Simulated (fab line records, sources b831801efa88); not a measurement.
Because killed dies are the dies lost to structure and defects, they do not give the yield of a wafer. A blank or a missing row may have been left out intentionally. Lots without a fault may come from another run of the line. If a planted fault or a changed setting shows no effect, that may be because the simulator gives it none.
Matching of chambers	flow gf180mcu	GF_V2_CMP_26 on cmp-01: 4 sister chambers
The step polishes, stops on SiO2, t overpolish 15 s, target thk 0 nm. 16 wafers are shown with their chamber, then 8 later ones without.

## WAFERS, EACH WITH ITS CHAMBER
wafer	chamber	motorCurrentA (A)	slurryFlowMlMin	timeToEndpointS (s)
L221.2	3	11.4	150.9	88
L221.4	0	9.5	149.2	84
L221.5	3	11.7	149.9	89
L222.3	1	10.9	150.5	81
L222.5	1	10.8	150.3	80
L222.6	2	10.4	150.8	81
L226.2	2	10.4	150.8	92
L226.3	1	11.2	150.3	70
L226.6	1	10.7	150.3	71
L236.3	3	11.7	149.7	87
L236.4	1	10.9	150.5	84
L236.6	1	11.4	150.1	88
L237.2	3	10.8	151.0	93
L237.3	0	9.6	150.1	85
L237.6	0	9.9	149.6	87
L238.1	2	10.2	150.4	83

SIGNATURES (means of the wafers above)
reading	chamber 0	chamber 1	chamber 2	chamber 3	scatter within a chamber
motorCurrentA	9.667	10.983	10.333	11.400	0.289
slurryFlowMlMin	149.633	150.333	150.667	150.375	0.406
timeToEndpointS	85.33	79.00	85.33	89.25	5.4
Rule: for a wafer and a chamber, the distance is found by dividing, reading by reading, the gap between the wafer's reading and the chamber's mean by the reading's scatter, squaring, summing and taking the root. If the next closest chamber is less than 2 further off than the closest, the wafer can't be placed; otherwise it belongs to the closest. The scatter: the root of (the sum of the squares of (reading less its chamber's mean) over the shown wafers, divided by (wafers less chambers)).

## WAFERS WITHOUT THEIR CHAMBER
wafer	motorCurrentA (A)	slurryFlowMlMin	timeToEndpointS (s)
L238.4	9.7	149.5	85
L238.6	11.8	150.9	86
L240.1	10.4	149.9	81
L240.4	11.1	150.1	87
L240.6	10.9	150.7	84
L241.2	11.7	150.0	95
L241.3	10.1	149.6	88
L241.5	9.3	149.7	87

## WHICH CHAMBER EACH WENT THROUGH
wafer	from the rows above	in truth
L238.4	0	0
L238.6	can't be placed: 3 or 1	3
L240.1	can't be placed: 2 or 1 or 0 or 3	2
L240.4	can't be placed: 3 or 1 or 2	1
L240.6	can't be placed: 1 or 2 or 3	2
L241.2	3	3
L241.3	can't be placed: 0 or 2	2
L241.5	0	0
3 of 8 placed correctly. Unplaceable from these rows: 5, with the true chamber sitting among the candidates in 5. Placed wrongly: 0.
